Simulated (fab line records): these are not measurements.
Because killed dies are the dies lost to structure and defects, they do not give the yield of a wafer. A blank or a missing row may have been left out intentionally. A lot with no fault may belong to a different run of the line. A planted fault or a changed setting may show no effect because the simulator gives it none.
Which tool was responsible? :: flow sky130 :: 11 lots with 33 wafers sampled at 2 steps, on a route of 708 steps

WHAT EACH GAUGE READ, for each wafer
SKY_FIELD_ISO_THK_MEAS_04. Usual: for FIELD_ISO_CVD_03_THK the level is 163.8 nm and the standard deviation is 1.3.
lot: L501
measured: day 1 13:29
on: filmMetro-03
FIELD_ISO_CVD_03_THK (nm): 165.1 164.7 165.6
flag: 

lot: L502
measured: day 1 19:08
on: filmMetro-02
FIELD_ISO_CVD_03_THK (nm): 165.9 167.1 164.2
flag: 

lot: L503
measured: day 2 00:31
on: filmMetro-02
FIELD_ISO_CVD_03_THK (nm): 173.6 173.2 173.1
flag: OFF

lot: L517
measured: day 5 00:13
on: filmMetro-03
FIELD_ISO_CVD_03_THK (nm): 162.4 164.4 164.6
flag: 

lot: L518
measured: day 5 04:58
on: filmMetro-02
FIELD_ISO_CVD_03_THK (nm): 160.8 161.5 161.2
flag: 

lot: L519
measured: day 5 07:29
on: filmMetro-04
FIELD_ISO_CVD_03_THK (nm): 163.9 161.7 162.4
flag: 

lot: L520
measured: day 5 15:07
on: filmMetro-02
FIELD_ISO_CVD_03_THK (nm): 165.5 164.7 164.5
flag: 

lot: L521
measured: day 5 19:09
on: filmMetro-04
FIELD_ISO_CVD_03_THK (nm): 165.5 164.5 165.2
flag: 

lot: L522
measured: day 5 23:28
on: filmMetro-03
FIELD_ISO_CVD_03_THK (nm): 163.7 163.3 162.9
flag: 

lot: L523
measured: day 6 04:46
on: filmMetro-02
FIELD_ISO_CVD_03_THK (nm): 164.2 164.4 163.4
flag: 

lot: L524
measured: day 6 11:22
on: filmMetro-03
FIELD_ISO_CVD_03_THK (nm): 163.9 164.4 163.2
flag: 

TOOL THAT RAN EACH LOT (tool first, then ch and the chambers of the sampled wafers, then the start)
lot: L501
SKY_FIELD_ISO_CVD_03: lpcvd-02 ch 0, day 1 11:41

lot: L502
SKY_FIELD_ISO_CVD_03: lpcvd-02 ch 0, day 1 17:20

lot: L503
SKY_FIELD_ISO_CVD_03: lpcvd-02 ch 1, day 1 22:44

lot: L517
SKY_FIELD_ISO_CVD_03: lpcvd-02 ch 0, day 4 21:32

lot: L518
SKY_FIELD_ISO_CVD_03: lpcvd-02 ch 0, day 5 02:15

lot: L519
SKY_FIELD_ISO_CVD_03: lpcvd-02 ch 1, day 5 05:41

lot: L520
SKY_FIELD_ISO_CVD_03: lpcvd-02 ch 1, day 5 13:19

lot: L521
SKY_FIELD_ISO_CVD_03: lpcvd-02 ch 0, day 5 17:22

lot: L522
SKY_FIELD_ISO_CVD_03: lpcvd-02 ch 1, day 5 21:41

lot: L523
SKY_FIELD_ISO_CVD_03: lpcvd-02 ch 0, day 6 02:58

lot: L524
SKY_FIELD_ISO_CVD_03: lpcvd-02 ch 1, day 6 09:34
- SKY_FIELD_ISO_CVD_03: deposits Si3N4 from DCS/NH3, target thk 165 nm, time 2830 s.

WHAT THE TOOLS THEMSELVES READ (means of the sampled wafers that have a number; where no wafer has one, the mark that the record gives instead)
SKY_FIELD_ISO_CVD_03. Usual: pressureMtorr 250.2 mTorr, standard deviation 0.49; zonePowerLowerPct 14.0 %, standard deviation 1.6.
lot: L501
tool: lpcvd-02
pressureMtorr (mTorr): 250.8
zonePowerLowerPct (%): 15.4
flag: 

lot: L502
tool: lpcvd-02
pressureMtorr (mTorr): 249.7
zonePowerLowerPct (%): 15.4
flag: 

lot: L503
tool: lpcvd-02
pressureMtorr (mTorr): 300.5
zonePowerLowerPct (%): 12.2
flag: OFF

lot: L517
tool: lpcvd-02
pressureMtorr (mTorr): 250.1
zonePowerLowerPct (%): 15.6
flag: 

lot: L518
tool: lpcvd-02
pressureMtorr (mTorr): 250.2
zonePowerLowerPct (%): 15.3
flag: 

lot: L519
tool: lpcvd-02
pressureMtorr (mTorr): 250.3
zonePowerLowerPct (%): 12.2
flag: 

lot: L520
tool: lpcvd-02
pressureMtorr (mTorr): 250.5
zonePowerLowerPct (%): 12.1
flag: 

lot: L521
tool: lpcvd-02
pressureMtorr (mTorr): 249.8
zonePowerLowerPct (%): 15.3
flag: 

lot: L522
tool: lpcvd-02
pressureMtorr (mTorr): 250.4
zonePowerLowerPct (%): 12.2
flag: 

lot: L523
tool: lpcvd-02
pressureMtorr (mTorr): 249.9
zonePowerLowerPct (%): 15.4
flag: 

lot: L524
tool: lpcvd-02
pressureMtorr (mTorr): 250.6
zonePowerLowerPct (%): 12.2
flag: 

THE ANSWER, worked out from the rows above alone
Rule: a lot is off if the mean of its wafers that have a number lies more than 3 standard deviations from the usual mean. A lot without any number at a reading at which 4 lots or more have one is off too. Where the step has rows for the other lots, those lots are counted as sound. Order of review: gauges by route order, followed by the tools' own readings, for which a lot's mean as printed above is used. At the first step where some lot is off, the reading lying furthest off is the one used; lots without a number count as furthest.
Off: at SKY_FIELD_ISO_THK_MEAS_04 (FIELD_ISO_CVD_03_THK), L503.
If a tool, at a process step before that reading, ran all the lots that are off and no sound lot after the first of them, it fits. The gauges at SKY_FIELD_ISO_THK_MEAS_04 aren't tried: what is off there is off at SKY_FIELD_ISO_CVD_03 too, on other tools, and a gauge's error can't cause that. Not one of the candidates tried fits.

WHAT THE SIMULATOR HAD PUT IN
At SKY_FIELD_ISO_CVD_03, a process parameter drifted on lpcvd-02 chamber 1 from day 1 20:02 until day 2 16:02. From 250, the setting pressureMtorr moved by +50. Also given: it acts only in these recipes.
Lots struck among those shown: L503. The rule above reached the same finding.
